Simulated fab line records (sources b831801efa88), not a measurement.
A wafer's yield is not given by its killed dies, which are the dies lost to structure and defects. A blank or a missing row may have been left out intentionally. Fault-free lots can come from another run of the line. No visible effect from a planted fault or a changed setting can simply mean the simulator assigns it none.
Problem report, 8D (eight disciplines) form, completed by code / flow gf180mcu / the parts of the form that need people (team, actions taken, sign-off) are left out

== 1. PROBLEM STATEMENT ==
tilt_deg at GF_MVSD_IMPLANT_09 reads a mean of 5.748 degrees on 6 wafers of 2 lots; wafers without a fault read 0.001 degrees with a standard deviation of 0.021. So: +99 or more standard deviations from the usual mean.
Earliest sighting: wafer L761.2 on implanter-03 at day 7 13:58. The record has a number at this step for 18 wafers belonging to 6 lots. Rule for "out" (also "out of limits"): further than 4 standard deviations from the usual mean. The rest of the wafers with a number are treated as sound.

== 2. WHAT THIS IS AND IS NOT ==
question=which readings at this step | is=tilt_deg | is not=beam_energy_keV, faraday_current_uA
question=which lots | is=L761, L762 | is not=L751, L754, L769, L771
question=which wafers of those lots | is=all that have a number | is not=-
question=read on which tools | is=implanter-03 | is not=implanter-01, implanter-04
question=when | is=from day 7 13:58 | is not=up to then (6 sound wafers); but 6 sound wafers of L769, L771 came after

== 3. THE SUSPECTS, EACH WITH WHAT RULES IT OUT ==
Counting: a tool stays on the suspect list if, at a process step up to the reading, it processed all lots that are out and no sound lot following the first of them.
- implanter-03 at GF_MVSD_IMPLANT_09: kept. Every lot that is out went through it, starting with L761 (day 7 13:58), and after that it ran no sound lot; the last sound lot it ran before then is L751 (day 5 03:32). Out on those wafers are its own readings of tilt_deg.
After counting, what remains is implanter-03 at GF_MVSD_IMPLANT_09.

== 4. THE CAUSE (what the simulator had put in) ==
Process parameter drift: implanter-03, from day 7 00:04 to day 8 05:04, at GF_MVSD_IMPLANT_09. Setting tilt_deg, moved by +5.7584, from 0. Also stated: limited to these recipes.
This tool alone remained once counting was done.

== 5. SEQUENCE OF EFFECTS, ordered by route ==
One row per reading whose mean, taken over the struck wafers that have a number, lies over 3 standard deviations from the usual. Readings are gone through only where the record gives a usual standard deviation; hours: the median, over the lots, of the time from a lot's start at the first step in this table giving one to that lot's start at this step; sigmas: the change measured in usual standard deviations.
hours=0; step=GF_MVSD_IMPLANT_09; reading=tilt_deg; usual=0.001 degrees; on struck wafers=5.748; change=+5.747; sigmas=+99 or more
Here are the process steps it includes:
- GF_MVSD_IMPLANT_09
Later steps that measure or inspect, where all struck wafers having a row at the step show a number for every such reading and not one has moved that far: GF_MVSD_TW_MEAS_11.

== 6. HOW IT WOULD HAVE BEEN CAUGHT EARLIER ==
In this record the first reading out of limits was taken at day 7 13:58, 14 hours after the fault began at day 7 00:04.
